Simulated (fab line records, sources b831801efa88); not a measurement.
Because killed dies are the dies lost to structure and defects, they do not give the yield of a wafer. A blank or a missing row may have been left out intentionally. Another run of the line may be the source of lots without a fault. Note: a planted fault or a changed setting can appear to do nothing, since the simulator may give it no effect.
Which tool did it? ; flow sfq-line ; 14 lots, 42 wafers sampled, at 1 step of a route of 325

== WHAT THE GAUGES READ, wafer by wafer ==
No reading from a measuring or inspecting step in the record can be judged against a usual standard deviation.

== EACH LOT AND THE TOOL THAT RAN IT (in order: tool; ch and the chambers of the sampled wafers; start) ==
lot;SFQ_TRILAYER_M1_LITHO_PEB_042
L412;litho-track-04 ch 0, day 18 15:15
L413;litho-track-03 ch 0, day 18 21:21
L414;litho-track-03 ch 0, day 19 04:33
L415;litho-track-04 ch 0, day 19 15:22
L417;litho-track-03 ch 0, day 21 13:09
L420;litho-track-03, day 22 16:45
L421;litho-track-03, day 22 18:55
L429;litho-track-04 ch 0, day 32 00:21
L430;litho-track-03 ch 0, day 32 13:33
L431;litho-track-04 ch 0, day 32 23:09
L432;litho-track-02 ch 0, day 34 07:38
L433;litho-track-02 ch 0, day 34 11:14
L434;litho-track-02 ch 0, day 34 23:13
L435;litho-track-02 ch 0, day 35 11:14
- SFQ_TRILAYER_M1_LITHO_PEB_042: peb time 60 s.

== AS READ BY THE TOOLS THEMSELVES (means over the sampled wafers that have a number; for cases with no such wafer, the mark the record gives instead) ==
SFQ_TRILAYER_M1_LITHO_PEB_042. Usual: chill-plate-temp-C 22.99 C, standard deviation 0.11; exhaust-pa 45.2 Pa, standard deviation 0.78; heater-power-total-W 79.15 W, standard deviation 0.068.
lot;tool;chill-plate-temp-C (C);exhaust-pa (Pa);heater-power-total-W (W);flag
L412;litho-track-04;22.95;44.0;79.20;
L413;litho-track-03;22.98;44.5;79.19;
L414;litho-track-03;23.05;45.0;79.14;
L415;litho-track-04;22.94;45.3;79.15;
L417;litho-track-03;22.98;45.0;79.15;
L420;litho-track-03;-;-;-;OFF
L421;litho-track-03;-;-;-;OFF
L429;litho-track-04;23.01;45.2;79.15;
L430;litho-track-03;22.92;45.5;79.15;
L431;litho-track-04;22.90;45.4;79.12;
L432;litho-track-02;23.13;46.1;79.13;
L433;litho-track-02;22.94;45.0;79.21;
L434;litho-track-02;23.02;45.3;79.16;
L435;litho-track-02;22.92;45.4;79.20;

== THE ANSWER, worked out from the rows above alone ==
Rule: take the mean of a lot's wafers that have a number; if it is more than 3 standard deviations from the usual mean, the lot is off. A lot without any number at a reading at which 4 lots or more have one is off too. The other lots that the step has rows for count as sound. First the gauges in route order, then the tools' own readings, where a lot's mean is used as printed above. The first step at which some lot is off is used, and at that step the reading that is off furthest; a lot without a number counts as furthest.
Off: L420, L421 (SFQ_TRILAYER_M1_LITHO_PEB_042, chill-plate-temp-C). Without a number there: L420, L421.
If a tool, at that step or one of the process steps before it, ran each lot that is off and ran no sound lot following the first of them, it fits. Not one of the candidates tried fits.

== WHAT WAS PUT IN BY THE SIMULATOR ==
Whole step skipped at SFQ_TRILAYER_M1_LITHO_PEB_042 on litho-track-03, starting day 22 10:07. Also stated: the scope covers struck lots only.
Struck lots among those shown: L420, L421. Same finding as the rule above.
